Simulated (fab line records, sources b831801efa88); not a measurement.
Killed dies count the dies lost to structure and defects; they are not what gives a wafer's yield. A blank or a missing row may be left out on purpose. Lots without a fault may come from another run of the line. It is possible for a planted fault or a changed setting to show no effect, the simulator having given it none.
One fault through the eyes of 2 desks | flow sky130 | numbers are kept per desk, each desk with only its own; the story behind them comes last

## THE METROLOGY DESK
Lot by lot, what the gauges showed, no matter which tool ran the lot: averages of those sampled wafers that carry a number. If a lot's mean is further than 4 standard deviations from the usual mean, the lot is out of limits and carries the mark OUT (the distance appears in the brackets).
Columns: A = VIA1_W_RS at SKY_VIA1_RS_MEAS_22, usual 0.425 ohm/sq; B = VIA1_W_THK at SKY_VIA1_THK_MEAS_23, usual 278 nm; C = METAL2_ALCU_RS at SKY_METAL2_RS_MEAS_05, usual 0.1263 ohm/sq; D = METAL2_ALCU_THK at SKY_METAL2_THK_MEAS_06, usual 249.1 nm; E = cdNm at SKY_METAL2_CD_MEAS_15, usual 139.6 nm; F = METAL2_OVL at SKY_METAL2_OVL_MEAS_16, usual -1 nm
lot  | first seen here | A     | B   | C      | D     | E     | F
L804 | day 33 21:34    | 0.426 | 280 | 0.1277 | 245.5 | 141.8 | -6
L812 | day 37 18:59    | 0.425 | 275 | 0.1268 | 246.9 | 137.2 | -0
L817 | day 38 18:22    | 0.422 | 279 | 0.1258 | 249.8 | 138.2 | 4
L819 | day 39 03:03    | 0.428 | 272 | 0.1269 | 249.8 | 139.7 | -3
L825 | day 40 17:40    | 0.425 | 273 | 0.1268 | 246.9 | 141.2 | 4
Result from this desk: across the 5 lots, nothing is out of limits.

## FOR THE TOOL OWNER'S DESK: pvdSputter-03
The tool's own readings at SKY_METAL2_SPUTTER_02 (material AlCu, target thk 250 nm, time 13.3 s): means of the sampled wafers that have a number, for each lot that ran on this tool. If a lot's mean is further than 4 standard deviations from the usual mean, the lot is out of limits and carries the mark OUT (the distance appears in the brackets).
Columns: A = chamberPressurePa at SKY_METAL2_SPUTTER_02, usual 0.4000 Pa; B = throttleValvePct at SKY_METAL2_SPUTTER_02, usual 29.6 %
lot  | first seen here | A                | B
L804 | day 33 22:04    | 0.4003           | 29.6
L817 | day 38 18:54    | 0.3769 (-19) OUT | 30.4
This desk finds L817 out of limits, L817 being first, at day 38 18:54 (chamberPressurePa at SKY_METAL2_SPUTTER_02). L804 stayed within limits.

## TAKEN TOGETHER
The tool owner's desk had the chance to raise an alarm at day 38 18:54 on L817.
From the metrology desk's view, nothing was out of limits.
The metrology desk has L817 on record, within its limits.
SKY_METAL2_SPUTTER_02 was run on pvdSputter-03 by each of the lots named.

## WHAT WAS PUT IN BY THE SIMULATOR
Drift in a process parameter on pvdSputter-03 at SKY_METAL2_SPUTTER_02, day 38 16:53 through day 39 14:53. From 0.4, the setting chamberPressurePa moved by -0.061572. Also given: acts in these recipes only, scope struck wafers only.
Shown lots that were struck: L817.
Time in hours from fault onset to the first out-of-limits reading at each desk: the tool owner's desk, 2.
